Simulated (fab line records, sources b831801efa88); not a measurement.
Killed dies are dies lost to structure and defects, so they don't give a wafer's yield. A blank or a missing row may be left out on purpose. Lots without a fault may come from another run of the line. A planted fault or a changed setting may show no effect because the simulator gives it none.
Which tool did it? | flow gf180mcu | 14 lots, 42 wafers sampled, at 5 steps of a route of 602

WHAT THE GAUGES READ, wafer by wafer
The record holds no reading of a measuring or inspecting step that can be judged against a usual standard deviation.

WHICH TOOL RAN EACH LOT (tool, then ch and the chambers of the sampled wafers, then the start)
lot  | GF_MIM_SPUTTER_00            | GF_MIM_SPUTTER_04            | GF_MIM_SPUTTER_07            | GF_MIM_SPUTTER_08            | GF_MIM_METAL_ETCH_19
L454 | pvd_sputter-04, day 24 10:40 | pvd_sputter-04, day 24 10:51 | pvd_sputter-02, day 24 10:59 | pvd_sputter-02, day 24 11:01 | rie_metal-04 ch 0,1, day 25 07:58
L455 | pvd_sputter-03, day 24 21:58 | pvd_sputter-03, day 24 22:08 | pvd_sputter-04, day 24 22:16 | pvd_sputter-04, day 24 22:19 | rie_metal-03 ch 0,1, day 25 19:31
L458 | pvd_sputter-04, day 25 19:16 | pvd_sputter-04, day 25 19:27 | pvd_sputter-02, day 25 19:35 | pvd_sputter-02, day 25 19:38 | rie_metal-03 ch 0,1, day 26 15:52
L457 | pvd_sputter-04, day 25 21:16 | pvd_sputter-04, day 25 21:26 | pvd_sputter-02, day 25 21:34 | pvd_sputter-02, day 25 21:37 | rie_metal-01 ch 0, day 26 18:13
L460 | pvd_sputter-02, day 26 12:47 | pvd_sputter-02, day 26 12:58 | pvd_sputter-04, day 26 13:06 | pvd_sputter-04, day 26 13:08 | rie_metal-04 ch 1, day 27 09:29
L461 | pvd_sputter-04, day 26 19:10 | pvd_sputter-04, day 26 19:20 | pvd_sputter-02, day 26 19:28 | pvd_sputter-02, day 26 19:31 | rie_metal-01 ch 0,1, day 27 15:31
L463 | pvd_sputter-02, day 27 13:01 | pvd_sputter-02, day 27 13:12 | pvd_sputter-02, day 27 13:20 | pvd_sputter-02, day 27 13:23 | rie_metal-04 ch 0,1, day 28 09:15
L464 | pvd_sputter-02, day 27 18:39 | pvd_sputter-02, day 27 18:50 | pvd_sputter-03, day 27 18:58 | pvd_sputter-03, day 27 19:01 | rie_metal-01 ch 0,1, day 28 14:29
L467 | pvd_sputter-04, day 29 01:52 | pvd_sputter-04, day 29 02:03 | pvd_sputter-03, day 29 02:11 | pvd_sputter-03, day 29 02:13 | rie_metal-04 ch 1, day 29 21:16
L469 | pvd_sputter-03, day 29 08:40 | pvd_sputter-03, day 29 08:51 | pvd_sputter-02, day 29 08:59 | pvd_sputter-02, day 29 09:02 | rie_metal-04 ch 0,1, day 30 03:38
L470 | pvd_sputter-03, day 29 14:25 | pvd_sputter-03, day 29 14:35 | pvd_sputter-04, day 29 14:43 | pvd_sputter-04, day 29 14:46 | rie_metal-01 ch 0,1, day 30 09:20
L475 | pvd_sputter-04, day 30 23:45 | pvd_sputter-04, day 30 23:56 | pvd_sputter-03, day 31 00:04 | pvd_sputter-03, day 31 00:07 | rie_metal-03 ch 0,1, day 31 17:32
L476 | pvd_sputter-03, day 31 05:43 | pvd_sputter-03, day 31 05:53 | pvd_sputter-04, day 31 06:01 | pvd_sputter-04, day 31 06:04 | rie_metal-03 ch 0,1, day 31 23:23
L477 | pvd_sputter-04, day 31 14:04 | pvd_sputter-04, day 31 14:15 | pvd_sputter-03, day 31 14:23 | pvd_sputter-03, day 31 14:26 | rie_metal-04 ch 0, day 32 07:38
- GF_MIM_SPUTTER_00: material Ti, target thk 37.5 nm, time 150 s.
- GF_MIM_SPUTTER_04: material TiN, target thk 50 nm, time 41.7 s.
- GF_MIM_SPUTTER_07: material TiN, target thk 60 nm, time 50 s.
- GF_MIM_SPUTTER_08: material AlCu, target thk 200 nm, time 10.6 s.
- GF_MIM_METAL_ETCH_19: etches the open film in Cl2/BCl3, stops on Si3N4, target depth 324.5 nm, time 54.1 s.

WHAT THE TOOLS THEMSELVES READ (means of the sampled wafers that have a number; where no wafer has one, the mark that the record gives instead)
GF_MIM_SPUTTER_00.
lot  | tool           | cathode_dc_power_W (W) | chamber_pressure_pa (Pa) | throttle_valve_pct (%)
L454 | pvd_sputter-04 | 3999.8                 | 1.997                    | 31.7
L455 | pvd_sputter-03 | 4000.5                 | 1.999                    | 30.3
L458 | pvd_sputter-04 | 4000.0                 | 2.002                    | 30.6
L457 | pvd_sputter-04 | 4000.4                 | 1.999                    | 31.0
L460 | pvd_sputter-02 | 4000.1                 | 2.001                    | 30.8
L461 | pvd_sputter-04 | 3999.8                 | 2.001                    | 30.4
L463 | pvd_sputter-02 | 3999.1                 | 2.001                    | 31.0
L464 | pvd_sputter-02 | 4000.2                 | 2.000                    | 31.1
L467 | pvd_sputter-04 | 4000.4                 | 1.997                    | 30.6
L469 | pvd_sputter-03 | 3999.1                 | 2.003                    | 29.5
L470 | pvd_sputter-03 | 4000.3                 | 1.999                    | 29.9
L475 | pvd_sputter-04 | 4000.3                 | 2.000                    | 30.3
L476 | pvd_sputter-03 | 4000.4                 | 1.996                    | 28.8
L477 | pvd_sputter-04 | 3999.9                 | 2.004                    | 31.2

GF_MIM_SPUTTER_04.
lot  | tool           | cathode_dc_power_W (W) | chamber_pressure_pa (Pa) | throttle_valve_pct (%)
L454 | pvd_sputter-04 | 6500.2                 | 0.3998                   | 31.7
L455 | pvd_sputter-03 | 6499.5                 | 0.4007                   | 30.3
L458 | pvd_sputter-04 | 6499.8                 | 0.4007                   | 30.4
L457 | pvd_sputter-04 | 6500.3                 | 0.4006                   | 31.1
L460 | pvd_sputter-02 | 6500.7                 | 0.3997                   | 30.8
L461 | pvd_sputter-04 | 6500.5                 | 0.4001                   | 30.1
L463 | pvd_sputter-02 | 6499.9                 | 0.3996                   | 31.1
L464 | pvd_sputter-02 | 6500.7                 | 0.4004                   | 31.0
L467 | pvd_sputter-04 | 6499.5                 | 0.3999                   | 30.5
L469 | pvd_sputter-03 | 6500.9                 | 0.3995                   | 29.6
L470 | pvd_sputter-03 | 6499.2                 | 0.3996                   | 29.7
L475 | pvd_sputter-04 | 6499.1                 | 0.3998                   | 30.3
L476 | pvd_sputter-03 | 6501.1                 | 0.4001                   | 28.8
L477 | pvd_sputter-04 | 6500.3                 | 0.3997                   | 30.9

GF_MIM_SPUTTER_07.
lot  | tool           | cathode_dc_power_W (W) | chamber_pressure_pa (Pa) | throttle_valve_pct (%)
L454 | pvd_sputter-02 | 6500.4                 | 0.4002                   | 31.2
L455 | pvd_sputter-04 | 6500.6                 | 0.4001                   | 31.7
L458 | pvd_sputter-02 | 6499.7                 | 0.4001                   | 30.6
L457 | pvd_sputter-02 | 6500.0                 | 0.4005                   | 31.2
L460 | pvd_sputter-04 | 6501.5                 | 0.4002                   | 29.7
L461 | pvd_sputter-02 | 6499.6                 | 0.3996                   | 31.5
L463 | pvd_sputter-02 | 6500.5                 | 0.3998                   | 31.2
L464 | pvd_sputter-03 | 6500.2                 | 0.4008                   | 30.6
L467 | pvd_sputter-03 | 6499.2                 | 0.4004                   | 30.6
L469 | pvd_sputter-02 | -                      | -                        | -
L470 | pvd_sputter-04 | -                      | -                        | -
L475 | pvd_sputter-03 | 6500.3                 | 0.3999                   | 29.8
L476 | pvd_sputter-04 | 6500.8                 | 0.4003                   | 29.8
L477 | pvd_sputter-03 | 6500.4                 | 0.3993                   | 30.5

GF_MIM_SPUTTER_08.
lot  | tool           | cathode_dc_power_W (W) | chamber_pressure_pa (Pa) | throttle_valve_pct (%)
L454 | pvd_sputter-02 | 10601                  | 0.4008                   | 31.3
L455 | pvd_sputter-04 | 10597                  | 0.4001                   | 31.3
L458 | pvd_sputter-02 | 10600                  | 0.4000                   | 30.5
L457 | pvd_sputter-02 | 10601                  | 0.3998                   | 31.2
L460 | pvd_sputter-04 | 10600                  | 0.4013                   | 29.6
L461 | pvd_sputter-02 | 10599                  | 0.4002                   | 31.5
L463 | pvd_sputter-02 | 10600                  | 0.4002                   | 31.3
L464 | pvd_sputter-03 | 10599                  | 0.3989                   | 30.8
L467 | pvd_sputter-03 | 10601                  | 0.4003                   | 30.5
L469 | pvd_sputter-02 | 10601                  | 0.4004                   | 31.1
L470 | pvd_sputter-04 | 10598                  | 0.4003                   | 30.0
L475 | pvd_sputter-03 | 10601                  | 0.4010                   | 29.9
L476 | pvd_sputter-04 | 10598                  | 0.3994                   | 29.7
L477 | pvd_sputter-03 | 10599                  | 0.4001                   | 30.6

GF_MIM_METAL_ETCH_19.
lot  | tool         | drypump_motor_current_A (A) | oes_product_au (a.u.) | throttle_valve_pct (%)
L454 | rie_metal-04 | 5.6                         | 0.936                 | 28.286
L455 | rie_metal-03 | 5.7                         | 0.943                 | 28.287
L458 | rie_metal-03 | 5.7                         | 0.948                 | 28.275
L457 | rie_metal-01 | 6.3                         | 0.943                 | 28.281
L460 | rie_metal-04 | 5.5                         | 0.937                 | 28.288
L461 | rie_metal-01 | 5.9                         | 0.948                 | 28.280
L463 | rie_metal-04 | 5.5                         | 0.940                 | 28.286
L464 | rie_metal-01 | 5.4                         | 0.940                 | 28.277
L467 | rie_metal-04 | 5.5                         | 0.942                 | 28.288
L469 | rie_metal-04 | 5.6                         | 0.991                 | 28.228
L470 | rie_metal-01 | 5.4                         | 0.988                 | 28.225
L475 | rie_metal-03 | 5.7                         | 0.950                 | 28.281
L476 | rie_metal-03 | 5.7                         | 0.943                 | 28.285
L477 | rie_metal-04 | 5.7                         | 0.938                 | 28.291

THE ANSWER, worked out from the rows above alone
Rule: what is usual is taken from the lots themselves. Put in order of their means at a reading, lots are off if they are a third of the lots or fewer, leave a main group of 4 or more, and stand apart from it by a gap of 3 or more times the standard deviation of the main group's means; of several such gaps the widest counts. A main group whose means are all the same, to the digits that the tables above print for the reading, isn't used. A lot without any number at a reading at which 4 lots or more have one is off too. The other lots that the step has rows for count as sound. The gauges are gone through in route order, then the tools' own readings, and for those a lot's mean is taken as printed above. The first step at which some lot is off is used, and at that step the reading that is off furthest; a lot without a number counts as furthest.
Off: L469, L470, at GF_MIM_SPUTTER_07 (cathode_dc_power_W). Without a number there: L469, L470. The main group: mean 6500.3 W, standard deviation 0.58.
A tool fits if, at that step or a process step before it, it ran every lot that is off, and no sound lot after the first of them. None of those tried fits.

WHAT THE SIMULATOR HAD PUT IN
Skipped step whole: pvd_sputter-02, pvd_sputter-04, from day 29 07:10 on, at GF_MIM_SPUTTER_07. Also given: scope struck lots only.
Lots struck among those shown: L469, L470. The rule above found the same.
